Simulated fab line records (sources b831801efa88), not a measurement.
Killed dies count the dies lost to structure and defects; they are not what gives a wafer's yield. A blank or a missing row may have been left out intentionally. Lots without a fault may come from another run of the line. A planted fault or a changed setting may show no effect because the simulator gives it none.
Problem report in the 8D (eight disciplines) form, filled by code | flow sky130 | the parts of the form that need people (team, actions taken, sign-off) are left out

## 1. THE PROBLEM
Wafers without a fault read 74.9 s, standard deviation 2.9; runLengthS at SKY_FIELD_ISO_WET_ETCH_28 reads a mean of 44.8 s on 6 wafers belonging to 2 lots. Measured from the usual mean, that is -10 standard deviations.
The step: etches SiO2 in dHF, target depth 23.7 nm, time 47 s.
First seen on wafer L504.2, day 6 06:04, on wetBench-02. Wafers with a number at this step in the record: 18, from 6 lots. Rule for "out", or "out of limits": more than 4 standard deviations from the usual mean. The other wafers with a number count as sound.

## 2. WHAT THIS IS AND IS NOT
question                    | is                     | is not
which readings at this step | runLengthS             | bathHeatDutyPct, tempC
which lots                  | L504, L505             | L489, L498, L507, L508
which wafers of those lots  | all that have a number | -
read on which tools         | wetBench-02            | wetBench-04
when                        | from day 6 06:04       | up to then (6 sound wafers); but 6 sound wafers of L507, L508 came after

## 3. THE SUSPECTS, EACH WITH WHAT RULES IT OUT
Counting: a tool at any process step up to the reading remains a suspect when it ran all the lots that are out and ran no sound lot after the first of those.
- wetBench-02 at SKY_FIELD_ISO_WET_ETCH_28 (etches SiO2 in dHF, target depth 23.7 nm, time 47 s): ruled out as a lasting fault. The sound lots L507 went through it after L504, its earliest lot that is out (day 6 06:04).
Left after counting: nothing in the record.

## 4. THE CAUSE (what the simulator had put in)
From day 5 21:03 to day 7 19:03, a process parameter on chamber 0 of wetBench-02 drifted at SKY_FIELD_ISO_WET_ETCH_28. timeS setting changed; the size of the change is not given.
Counting ruled it out, wrongly.

## 5. THE EFFECT CHAIN, in route order
Rows list readings where the struck wafers' mean (over those with a number) sits beyond 3 standard deviations from the usual. Only readings whose record carries a usual standard deviation are examined. hours: median over the lots of the time between each lot's start at the first step of this table that gives one and its start at this step. sigmas: the change, counted in usual standard deviations.
hours | step                      | reading    | usual  | on struck wafers | change | sigmas
0     | SKY_FIELD_ISO_WET_ETCH_28 | runLengthS | 74.9 s | 44.8             | -30.1  | -10
It contains these process steps:
- SKY_FIELD_ISO_WET_ETCH_28: etches SiO2 in dHF, target depth 23.7 nm, time 47 s.
Later steps that measure or inspect, where all struck wafers having a row at the step show a number for every such reading and not one has moved that far: SKY_NWELL_THK_MEAS_02, SKY_DNWELL_TW_MEAS_09, SKY_PWDE_OVL_MEAS_07, SKY_PWDE_TW_MEAS_10.

## 6. WHAT WOULD HAVE CAUGHT IT SOONER
First out-of-limits reading in this record: day 6 06:04, which is 9 hours after fault onset at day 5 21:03.
